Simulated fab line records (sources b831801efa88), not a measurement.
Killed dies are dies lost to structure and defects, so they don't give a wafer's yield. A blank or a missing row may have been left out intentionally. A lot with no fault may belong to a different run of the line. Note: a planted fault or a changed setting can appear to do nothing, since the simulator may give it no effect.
A single fault, viewed from 2 desks    flow gf180mcu    what lay behind the numbers comes last; until then each desk has only its own

## AT THE TOOL OWNER'S DESK: implanter-03
The tool's own readings at GF_NSD_IMPLANT_09: means of the sampled wafers that have a number, for each lot that ran on this tool. The brackets show how far a lot's mean lies from the usual mean; more than 4 standard deviations puts the lot out of limits, marked OUT.
Columns: A = beamOnS at GF_NSD_IMPLANT_09, usual 19.4 s; B = doseIonsCm2 at GF_NSD_IMPLANT_09, usual 4e+15
lot   first seen here  A     B
L714  day 13 16:43     21.5  4e+15
L716  day 14 10:38     21.1  4e+15
L718  day 15 11:18     21.0  4e+15
L722  day 16 17:33     13.8  3e+15 (-99 or more) OUT
L721  day 16 17:53     14.2  3e+15 (-99 or more) OUT
L732  day 19 16:53     21.5  4e+15
This desk's verdict: out of limits on L721, L722, starting with L722 at day 16 17:33 (doseIonsCm2 at GF_NSD_IMPLANT_09). Within limits: L714, L716, L718, L732.

## METROLOGY DESK
What the gauges read for every lot (on any tool): the sampled wafers with a number, averaged. The brackets show how far a lot's mean lies from the usual mean; more than 4 standard deviations puts the lot out of limits, marked OUT.
Columns: A = VT_IMPLANT_2_TW at GF_VT_IMPLANT_TW_MEAS_21, usual 1211; B = NSD_RS at GF_PSD_RS_MEAS_14, usual 46.14 ohm/sq
lot   first seen here  A     B
L714  day 6 12:30      1220  46.18
L716  day 7 03:22      1206  46.10
L717  day 7 08:53      1216  46.02
L718  day 7 15:27      1218  46.08
L721  day 8 07:50      1221  49.39 (+43) OUT
L722  day 8 13:17      1200  49.22 (+40) OUT
L730  day 10 16:58     1199  46.22
L732  day 11 04:40     1210  46.15
L734  day 11 17:19     1221  46.08
L735  day 11 21:54     1202  46.19
L736  day 12 04:41     1223  46.15
This desk reports L721, L722 out of limits; the earliest was L722 at day 17 17:34 (NSD_RS at GF_PSD_RS_MEAS_14). Within limits: L714, L716, L717, L718, L730, L732, L734, L735, L736.

## ALL TOGETHER
The tool owner's desk had the chance to raise an alarm at day 16 17:33 on L721, L722.
On L721, L722, the metrology desk was in a position to raise an alarm at day 17 17:34.
The lots listed all ran GF_NSD_IMPLANT_09 on implanter-03.

## WHAT WAS PUT IN BY THE SIMULATOR
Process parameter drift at GF_NSD_IMPLANT_09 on implanter-03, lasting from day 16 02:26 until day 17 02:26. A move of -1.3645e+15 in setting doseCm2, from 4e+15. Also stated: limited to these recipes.
Shown lots that were struck: L721, L722.
Delay (hours) between the fault's onset and each desk's first out-of-limits reading: 15 at the tool owner's desk, 39 at the metrology desk.
